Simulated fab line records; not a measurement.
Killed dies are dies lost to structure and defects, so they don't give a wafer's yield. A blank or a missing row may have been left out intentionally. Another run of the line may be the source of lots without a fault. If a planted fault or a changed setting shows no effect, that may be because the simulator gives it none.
Which tool did it? ; flow sfq_line ; Sampling: 14 lots, 42 wafers, 3 of 325 route steps

== WHAT THE GAUGES SHOWED, per wafer ==
SFQ_JJ_OVL_MEAS_931.
lot;measured;on;J5_OVL (nm)
L462;day 55 01:05;overlay-01;-1 3 4
L463;day 55 02:17;overlay-01;-7 -1 -8
L469;day 64 11:12;overlay-01;2 4 -4
L472;day 66 01:01;overlay-02;4 3 0
L473;day 66 09:05;overlay-01;2 -1 -4
L476;day 67 02:21;overlay-02;-10 -10 -4
L477;day 67 03:34;overlay-02;-4 3 -2
L478;day 67 08:21;overlay-02;1 -8 -2
L479;day 67 16:45;overlay-02;3 3 3
L481;day 69 16:36;overlay-01;11 6 12
L482;day 69 23:47;overlay-01;6 10 3
L483;day 70 16:36;overlay-01;4 2 -2
L484;day 70 23:47;overlay-01;-10 -14 -7
L485;day 71 08:11;overlay-02;14 9 7

== WHAT TOOL EACH LOT RAN ON (gives the tool, then ch and the chambers of the sampled wafers, and finally the start) ==
lot;SFQ_TRILAYER_I4_VIA_ETCH_VIA_ETCH_106;SFQ_TRILAYER_JJ_CE_LITHO_COAT_114
L462;rie_diel-04 ch 0,2,3, day 54 17:12;litho_track-01 ch 0, day 54 19:49
L463;rie_diel-02 ch 0,1,3, day 54 18:24;litho_track-03 ch 0, day 54 20:58
L469;rie_diel-02 ch 0,1,2, day 60 01:33;litho_track-03 ch 0, day 60 04:07
L472;rie_diel-01 ch 0,1,3, day 60 21:57;litho_track-04 ch 0, day 61 00:34
L473;rie_diel-04 ch 0,1, day 61 03:57;litho_track-04 ch 0, day 61 07:49
L476;rie_diel-01 ch 0,1,2, day 62 02:52;litho_track-01 ch 0, day 62 05:28
L477;rie_diel-04 ch 1,2, day 62 05:16;litho_track-03 ch 0, day 62 07:53
L478;rie_diel-02 ch 0,1,2, day 62 12:28;litho_track-01 ch 0, day 62 15:02
L479;rie_diel-01 ch 1,2, day 63 02:52;litho_track-01 ch 0, day 63 05:26
L481;rie_diel-04 ch 1,3, day 66 04:21;litho_track-01 ch 0, day 66 06:58
L482;rie_diel-04 ch 1,2, day 66 11:34;litho_track-04 ch 0, day 66 14:12
L483;rie_diel-01 ch 0,2,3, day 66 21:38;litho_track-03 ch 0, day 67 00:15
L484;rie_diel-01 ch 0,1, day 67 01:14;litho_track-04 ch 0, day 67 03:48
L485;rie_diel-01 ch 0,3, day 67 04:50;litho_track-01 ch 0, day 67 07:24
- SFQ_TRILAYER_I4_VIA_ETCH_VIA_ETCH_106: etches SiO2 in CHF3, stops on Nb, target depth 260 nm.
- SFQ_TRILAYER_JJ_CE_LITHO_COAT_114: resist thk 600 nm.

== WHAT THE TOOLS THEMSELVES READ (means of the sampled wafers that have a number; where no wafer has one, the mark that the record gives instead) ==
SFQ_TRILAYER_I4_VIA_ETCH_VIA_ETCH_106.
lot;tool;drypump_motor_current_A (A);oes_product_au (a.u.);rf_fwd_power_W (W)
L462;rie_diel-04;5.5;0.851;499.2
L463;rie_diel-02;5.8;0.856;498.7
L469;rie_diel-02;5.8;0.855;499.1
L472;rie_diel-01;5.8;0.862;497.9
L473;rie_diel-04;6.2;0.854;498.8
L476;rie_diel-01;6.0;0.857;498.0
L477;rie_diel-04;6.3;0.856;499.3
L478;rie_diel-02;5.8;0.848;498.5
L479;rie_diel-01;6.2;0.856;497.5
L481;rie_diel-04;6.1;0.851;496.8
L482;rie_diel-04;6.3;0.850;497.2
L483;rie_diel-01;5.7;0.854;497.5
L484;rie_diel-01;6.1;0.854;497.3
L485;rie_diel-01;5.6;0.853;497.7

== THE ANSWER, worked out from the rows above alone ==
Rule: the usual values come from the lots themselves. Put in order of their means at a reading, lots are off if they are a third of the lots or fewer, leave a main group of 4 or more, and stand apart from it by a gap of 3 or more times the standard deviation of the main group's means; of several such gaps the widest counts. A main group whose means are all the same, to the digits that the tables above print for the reading, isn't used. Also off: a lot with no number at a reading for which 4 or more lots have one. All remaining lots with rows at the step are treated as sound. The gauges are gone through in route order, then the tools' own readings, and for those a lot's mean is taken as printed above. At the first step where some lot is off, the reading lying furthest off is the one used; lots without a number count as furthest.
None of the lots is off at any reading shown; this tells nothing.

== WHAT THE SIMULATOR PUT IN ==
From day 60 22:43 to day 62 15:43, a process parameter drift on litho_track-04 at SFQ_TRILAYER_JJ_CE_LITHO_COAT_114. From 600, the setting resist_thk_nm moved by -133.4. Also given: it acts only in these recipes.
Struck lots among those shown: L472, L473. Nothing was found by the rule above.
